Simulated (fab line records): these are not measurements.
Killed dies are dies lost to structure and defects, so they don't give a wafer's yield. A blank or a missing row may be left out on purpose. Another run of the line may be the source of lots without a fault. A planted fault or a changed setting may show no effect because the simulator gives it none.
fab line records -- flow gf180mcu
record lots=13, wafers=39, last-day=34
route steps=602 shown POLY_GATE@167 NSD@239 PSD@259 CONTACT@301
lots that met no fault: from a run of the same line without faults
start-h: the number of hours between the record's first day and the start of the first shown wafer of the lot -- wait-h: hours elapsed since this lot's preceding step -- " identical to the entry in the row above -- L1.1+2: one row covering several wafers at once -- - value missing, or start not given -- * or withheld: withheld -- < > ~ a bound
route shown NAME@n: NAME is a module with steps in the file, n the number in the route of the first one -- usual: mean/standard deviation of fault-free wafers -- same: alike in all rows -- chamber/n: place in a boat -- sites: each site's reading -- _std_site: standard deviation across them -- _edge_site: inner sites' mean taken away from outer sites' mean -- radius-mm: how far each site lies from the wafer's centre -- mask NAME#n: copy n -- behind: tool/chamber where the wafer was last shaped -- hold: why the lot went on hold/how many hours it stayed there/how the hold came to an end -- device: whichever transistor did not switch (one of n, p or np) -- end of line: at the end of the route, the tests of the same wafers -- for a step that has no rows: nothing shown but its recipe -- killed: not the wafer's yield, but the dies lost to structure and defects at the first sort -- map: dies across one wafer; x = killed, . = not, _ = none there
set.NAME: the setting that was run; set.NAME@STEP: the one run at that earlier step -- model.NAME: the simulator's own value behind a step, which no gauge read
route steps across a sampled set of lots; one table per step, one row per wafer
services: a tool's chamber out of use, with start hour (start-h, from the record's first day; less than 0 if before it), hours out, and reason
## steps
# step GF_POLY_GATE_CD_MEAS_10
# recipe target-cd-nm=280
# usual cd-nm=280.1/1.1
lot.wafer,tool,chamber,start-h,wait-h,cd-nm
L346.2,cd-sem-01,-,197.98,0.1,280.5
L346.4,cd-sem-01,-,197.98,0.1,280.3
L346.5,cd-sem-01,-,197.98,0.1,280.5
L347.2,cd-sem-01,-,205.12,0.1,281.1
L347.4,cd-sem-01,-,205.12,0.1,281.2
L347.5,cd-sem-01,-,205.12,0.1,281.6
L349.1,cd-sem-02,-,218.95,0.1,280.0
L349.3,cd-sem-02,-,218.95,0.1,279.9
L349.4,cd-sem-02,-,218.95,0.1,280.8
L357.1,cd-sem-01,-,272.16,0.1,279.4
L357.2,cd-sem-01,-,272.16,0.1,280.3
L357.3,cd-sem-01,-,272.16,0.1,279.9
L358.4,cd-sem-01,-,281.21,0.1,279.6
L358.5,cd-sem-01,-,281.21,0.1,278.6
L358.6,cd-sem-01,-,281.21,0.1,279.2
L362.1,cd-sem-02,-,311.76,0.1,279.8
L362.2,cd-sem-02,-,311.76,0.1,278.4
L362.6,cd-sem-02,-,311.76,0.1,278.4
L363.2,cd-sem-01,-,320.47,0.1,280.9
L363.3,cd-sem-01,-,320.47,0.1,281.4
L363.5,cd-sem-01,-,320.47,0.1,280.8
L364.2,cd-sem-02,-,323.98,0.1,278.7
L364.3,cd-sem-02,-,323.98,0.1,281.9
L364.4,cd-sem-02,-,323.98,0.1,281.4
L365.4,cd-sem-01,-,333.26,0.1,281.0
L365.5,cd-sem-01,-,333.26,0.1,282.0
L365.6,cd-sem-01,-,333.26,0.1,281.5
L366.1,cd-sem-01,-,338.11,0.1,280.8
L366.3,cd-sem-01,-,338.11,0.1,281.6
L366.5,cd-sem-01,-,338.11,0.1,281.4
L367.1,cd-sem-02,-,345.90,0.1,279.2
L367.2,cd-sem-02,-,345.90,0.1,280.8
L367.3,cd-sem-02,-,345.90,0.1,281.3
L368.2,cd-sem-01,-,353.27,0.1,278.3
L368.3,cd-sem-01,-,353.27,0.1,277.9
L368.6,cd-sem-01,-,353.27,0.1,278.6
L369.3,cd-sem-02,-,360.35,0.1,281.6
L369.4,cd-sem-02,-,360.35,0.1,280.1
L369.5,cd-sem-02,-,360.35,0.1,280.5
# step GF_NSD_EXPOSE_04
# recipe mask-id=Nplus, target-cd-nm=400, na=0.6, source-shape=conventional, sigma-outer=0.6, dose-mj=140
lot.wafer,tool,chamber,start-h,wait-h,mask
L346.2+4+5,iline-stepper-01,0,289.70,-,Nplus#0
L347.2+4+5,iline-stepper-01,0,295.47,-,Nplus#0
L349.1+3+4,iline-stepper-02,0,311.28,-,Nplus#0
L357.1+2+3,iline-stepper-02,0,373.77,-,Nplus#0
L358.4+5+6,iline-stepper-02,0,382.01,-,Pplus_HV_AREA#0
L362.1+2+6,iline-stepper-02,0,421.08,-,Nplus#0
L363.2+3+5,iline-stepper-01,0,429.49,-,Nplus#0
L364.2+3+4,iline-stepper-01,0,433.33,-,Nplus#0
L365.4+5+6,iline-stepper-02,0,443.33,-,Nplus#0
L366.1+3+5,iline-stepper-02,0,447.65,-,Nplus#0
L367.1+2+3,iline-stepper-02,0,458.91,-,Nplus#0
L368.2+3+6,iline-stepper-01,0,465.84,-,Nplus#0
L369.3+4+5,iline-stepper-02,0,472.86,-,Nplus#0
# step GF_NSD_CD_MEAS_07
# recipe target-cd-nm=400
# usual cd-nm=399.5/2.1
lot.wafer,tool,chamber,start-h,wait-h,cd-nm
L346.2,cd-sem-01,-,299.77,0.1,397.1
L346.4,cd-sem-01,-,299.77,0.1,396.8
L346.5,cd-sem-01,-,299.77,0.1,397.5
L347.2,cd-sem-02,-,304.82,0.1,397.5
L347.4,cd-sem-02,-,304.82,0.1,398.1
L347.5,cd-sem-02,-,304.82,0.1,396.2
L349.1,cd-sem-02,-,321.40,0.1,400.1
L349.3,cd-sem-02,-,321.40,0.1,401.5
L349.4,cd-sem-02,-,321.40,0.1,400.1
L357.1,cd-sem-02,-,385.05,0.1,397.4
L357.2,cd-sem-02,-,385.05,0.1,398.2
L357.3,cd-sem-02,-,385.05,0.1,398.1
L358.4,cd-sem-02,-,393.87,0.1,-
L358.5,cd-sem-02,-,393.87,0.1,-
L358.6,cd-sem-02,-,393.87,0.1,-
L362.1,cd-sem-01,-,433.15,0.1,398.4
L362.2,cd-sem-01,-,433.15,0.1,399.3
L362.6,cd-sem-01,-,433.15,0.1,398.3
L363.2,cd-sem-01,-,441.77,0.1,394.7
L363.3,cd-sem-01,-,441.77,0.1,395.6
L363.5,cd-sem-01,-,441.77,0.1,396.5
L364.2,cd-sem-01,-,444.87,0.1,399.5
L364.3,cd-sem-01,-,444.87,0.1,402.6
L364.4,cd-sem-01,-,444.87,0.1,399.0
L365.4,cd-sem-02,-,455.51,0.1,397.2
L365.5,cd-sem-02,-,455.51,0.1,398.4
L365.6,cd-sem-02,-,455.51,0.1,398.2
L366.1,cd-sem-01,-,460.16,0.1,401.8
L366.3,cd-sem-01,-,460.16,0.1,403.3
L366.5,cd-sem-01,-,460.16,0.1,401.5
L367.1,cd-sem-02,-,470.66,0.1,401.6
L367.2,cd-sem-02,-,470.66,0.1,401.0
L367.3,cd-sem-02,-,470.66,0.1,400.4
L368.2,cd-sem-01,-,478.07,0.1,402.2
L368.3,cd-sem-01,-,478.07,0.1,400.4
L368.6,cd-sem-01,-,478.07,0.1,403.5
L369.3,cd-sem-01,-,485.06,0.1,396.1
L369.4,cd-sem-01,-,485.06,0.1,394.6
L369.5,cd-sem-01,-,485.06,0.1,397.9
# step GF_NSD_TW_MEAS_12
# usual NSD_TW=4281/33
lot.wafer,tool,chamber,start-h,wait-h,hold,NSD_TW
L346.2,film-metro-02,-,300.32,0.1,-,4309
L346.4,film-metro-02,-,300.32,0.1,-,4297
L346.5,film-metro-02,-,300.32,0.1,-,4347
L347.2,film-metro-02,-,305.37,0.1,-,4311
L347.4,film-metro-02,-,305.37,0.1,-,4311
L347.5,film-metro-02,-,305.37,0.1,-,4308
L349.1,film-metro-02,-,321.96,0.1,-,4313
L349.3,film-metro-02,-,321.96,0.1,-,4325
L349.4,film-metro-02,-,321.96,0.1,-,4304
L357.1,film-metro-01,-,385.61,0.1,-,4270
L357.2,film-metro-01,-,385.61,0.1,-,4262
L357.3,film-metro-01,-,385.61,0.1,-,4218
L358.4,film-metro-02,-,394.39,0.1,await-dispo/0.2h/release,30
L358.5,film-metro-02,-,394.39,0.1,await-dispo/0.2h/release,30
L358.6,film-metro-02,-,394.39,0.1,await-dispo/0.2h/release,30
L358.4,film-metro-02,-,394.62,0.2,-,30
L358.5,film-metro-02,-,394.62,0.2,-,31
L358.6,film-metro-02,-,394.62,0.2,-,30
L362.1,film-metro-04,-,434.01,0.1,-,4250
L362.2,film-metro-04,-,434.01,0.1,-,4232
L362.6,film-metro-04,-,434.01,0.1,-,4244
L363.2,film-metro-01,-,442.32,0.1,-,4257
L363.3,film-metro-01,-,442.32,0.1,-,4244
L363.5,film-metro-01,-,442.32,0.1,-,4248
L364.2,film-metro-01,-,445.42,0.1,-,4257
L364.3,film-metro-01,-,445.42,0.1,-,4226
L364.4,film-metro-01,-,445.42,0.1,-,4264
L365.4,film-metro-01,-,456.03,0.1,-,4283
L365.5,film-metro-01,-,456.03,0.1,-,4289
L365.6,film-metro-01,-,456.03,0.1,-,4268
L366.1,film-metro-01,-,460.71,0.1,-,4264
L366.3,film-metro-01,-,460.71,0.1,-,4276
L366.5,film-metro-01,-,460.71,0.1,-,4274
L367.1,film-metro-02,-,471.21,0.1,-,4308
L367.2,film-metro-02,-,471.21,0.1,-,4280
L367.3,film-metro-02,-,471.21,0.1,-,4281
L368.2,film-metro-02,-,478.62,0.1,-,4302
L368.3,film-metro-02,-,478.62,0.1,-,4323
L368.6,film-metro-02,-,478.62,0.1,-,4321
L369.3,film-metro-01,-,485.59,0.1,-,4246
L369.4,film-metro-01,-,485.59,0.1,-,4262
L369.5,film-metro-01,-,485.59,0.1,-,4239
# step GF_PSD_TW_MEAS_11
# usual PSD_TW=3202/25
lot.wafer,tool,chamber,start-h,wait-h,PSD_TW
L346.2,film-metro-02,-,321.17,0.1,3230
L346.4,film-metro-02,-,321.17,0.1,3233
L346.5,film-metro-02,-,321.17,0.1,3220
L347.2,film-metro-04,-,326.32,0.1,3188
L347.4,film-metro-04,-,326.32,0.1,3175
L347.5,film-metro-04,-,326.32,0.1,3174
L349.1,film-metro-01,-,343.26,0.1,3196
L349.3,film-metro-01,-,343.26,0.1,3171
L349.4,film-metro-01,-,343.26,0.1,3195
L357.1,film-metro-02,-,408.31,0.1,3230
L357.2,film-metro-02,-,408.31,0.1,3253
L357.3,film-metro-02,-,408.31,0.1,3235
L362.1,film-metro-02,-,458.41,0.1,3221
L362.2,film-metro-02,-,458.41,0.1,3208
L362.6,film-metro-02,-,458.41,0.1,3227
L363.2,film-metro-01,-,467.32,0.1,3181
L363.3,film-metro-01,-,467.32,0.1,3190
L363.5,film-metro-01,-,467.32,0.1,3202
L364.2,film-metro-02,-,469.47,0.1,3220
L364.3,film-metro-02,-,469.47,0.1,3207
L364.4,film-metro-02,-,469.47,0.1,3210
L365.4,film-metro-02,-,480.69,0.1,3232
L365.5,film-metro-02,-,480.69,0.1,3220
L365.6,film-metro-02,-,480.69,0.1,3233
L366.1,film-metro-04,-,485.71,0.1,3196
L366.3,film-metro-04,-,485.71,0.1,3171
L366.5,film-metro-04,-,485.71,0.1,3183
L367.1,film-metro-02,-,495.21,0.1,3238
L367.2,film-metro-02,-,495.21,0.1,3210
L367.3,film-metro-02,-,495.21,0.1,3234
L368.2,film-metro-04,-,502.22,0.1,3186
L368.3,film-metro-04,-,502.22,0.1,3177
L368.6,film-metro-04,-,502.22,0.1,3168
L369.3,film-metro-02,-,509.38,0.1,3220
L369.4,film-metro-02,-,509.38,0.1,3218
L369.5,film-metro-02,-,509.38,0.1,3221
# step GF_CONTACT_CD_MEAS_14
# recipe target-cd-nm=220
# usual cd-nm=220.4/1.5
lot.wafer,tool,chamber,start-h,wait-h,cd-nm
L346.2,cd-sem-01,-,366.43,0.1,219.8
L346.4,cd-sem-01,-,366.43,0.1,217.7
L346.5,cd-sem-01,-,366.43,0.1,220.9
L347.2,cd-sem-01,-,371.87,0.1,222.0
L347.4,cd-sem-01,-,371.87,0.1,221.0
L347.5,cd-sem-01,-,371.87,0.1,222.1
L349.1,cd-sem-01,-,389.66,0.1,220.5
L349.3,cd-sem-01,-,389.66,0.1,219.9
L349.4,cd-sem-01,-,389.66,0.1,219.4
L357.1,cd-sem-02,-,457.80,0.1,220.0
L357.2,cd-sem-02,-,457.80,0.1,220.2
L357.3,cd-sem-02,-,457.80,0.1,219.5
L362.1,cd-sem-02,-,508.21,0.1,219.3
L362.2,cd-sem-02,-,508.21,0.1,218.8
L362.6,cd-sem-02,-,508.21,0.1,218.6
L363.2,cd-sem-01,-,516.47,0.1,220.5
L363.3,cd-sem-01,-,516.47,0.1,219.9
L363.5,cd-sem-01,-,516.47,0.1,221.7
L364.2,cd-sem-01,-,518.74,0.1,220.9
L364.3,cd-sem-01,-,518.74,0.1,219.0
L364.4,cd-sem-01,-,518.74,0.1,220.4
L365.4,cd-sem-02,-,528.78,0.2,222.5
L365.5,cd-sem-02,-,528.78,0.2,220.9
L365.6,cd-sem-02,-,528.78,0.2,223.1
L366.1,cd-sem-02,-,535.00,0.1,219.2
L366.3,cd-sem-02,-,535.00,0.1,217.7
L366.5,cd-sem-02,-,535.00,0.1,219.4
L367.1,cd-sem-02,-,543.34,0.1,221.0
L367.2,cd-sem-02,-,543.34,0.1,221.3
L367.3,cd-sem-02,-,543.34,0.1,222.2
L368.2,cd-sem-01,-,550.02,0.1,217.2
L368.3,cd-sem-01,-,550.02,0.1,219.2
L368.6,cd-sem-01,-,550.02,0.1,217.8
L369.3,cd-sem-02,-,556.59,0.1,221.1
L369.4,cd-sem-02,-,556.59,0.1,219.9
L369.5,cd-sem-02,-,556.59,0.1,220.8
## services
tool,chamber,start-h,hours,kind
iline-stepper-02,-,283.30,10.8,repair
iline-stepper-01,-,327.10,1.7,pm
iline-stepper-01,-,348.87,1.8,repair
iline-stepper-02,-,353.52,5.0,repair
iline-stepper-02,-,363.79,1.7,pm
## key
first-sign step=GF_NSD_EXPOSE_04, reading=mask, direction=changed
effect step=GF_NSD_CD_MEAS_07, reading=cd-nm, direction=missing
effect step=GF_NSD_TW_MEAS_12, reading=visit, direction=added
effect step=GF_NSD_TW_MEAS_12, reading=NSD_TW, direction=down, sigmas=99+, usual=4281, struck=30
met-at GF_NSD_EXPOSE_04
struck-lots L358
scrapped-behind GF_NSD_TW_MEAS_12 L358.4,L358.5,L358.6
not-acting-at GF_POLY_GATE_CD_MEAS_10,GF_PSD_TW_MEAS_11,GF_CONTACT_CD_MEAS_14
onset-between 373.77 382.01
fault kind=wrong-mask, tool=any, chamber=-, onset-h=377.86, steps=GF_NSD_EXPOSE_04, aux-copy=Pplus_HV_AREA#0, scope=struck-lots-only
